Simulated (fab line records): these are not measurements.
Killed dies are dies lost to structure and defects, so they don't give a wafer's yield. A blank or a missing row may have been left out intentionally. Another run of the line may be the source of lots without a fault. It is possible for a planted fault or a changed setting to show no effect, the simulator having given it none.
Matching of chambers ; flow gf180mcu ; GF_V2_ETCH_16 on rie_diel-04: 4 sister chambers
The step etches BARC in N2/H2. 8 wafers are shown with their chamber, then 9 later ones without.

EACH WAFER AND ITS CHAMBER
wafer;chamber;oes_product_au (a.u.);throttle_valve_pct (%)
L085.3;2;0.853;13.232
L085.6;1;0.857;13.227
L087.1;3;0.852;13.222
L087.3;1;0.854;13.241
L087.4;0;0.854;13.230
L088.1;2;0.851;13.217
L088.3;0;0.853;13.233
L088.4;3;0.846;13.222

WAFERS WITH NO CHAMBER GIVEN
wafer;oes_product_au (a.u.);throttle_valve_pct (%)
L093.1;0.859;13.240
L093.2;0.857;13.237
L093.5;0.846;13.210
L095.1;0.852;13.220
L095.3;0.858;13.228
L095.4;0.848;13.222
L096.1;0.856;13.220
L096.5;0.860;13.228
L096.6;0.847;13.224

WHICH CHAMBER EACH ONE RAN IN
wafer;from the rows above;in truth
L093.1;can't be placed: 1 or 0 or 2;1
L093.2;can't be placed: 1 or 0 or 2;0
L093.5;can't be placed: 3 or 2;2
L095.1;can't be placed: 2 or 3 or 0 or 1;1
L095.3;can't be placed: 1 or 0 or 2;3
L095.4;can't be placed: 3 or 2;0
L096.1;can't be placed: 2 or 0 or 1 or 3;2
L096.5;can't be placed: 1 or 0 or 2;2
L096.6;can't be placed: 3 or 2 or 0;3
Placed correctly: 0 of 9. These rows do not allow placing 9 (true chamber among the candidates in 7). Number placed wrongly: 0.
How it was worked out, from the rows above alone: a wafer's distance from a chamber is the root of the sum, over the readings, of the square of ((its reading less the chamber's mean) divided by the reading's scatter). If the next closest chamber is less than 2 further off than the closest, the wafer can't be placed; otherwise it belongs to the closest. The mean given for a chamber averages the wafers shown for that chamber. The scatter: the root of (the sum of the squares of (reading less its chamber's mean) over the shown wafers, divided by (wafers less chambers)).
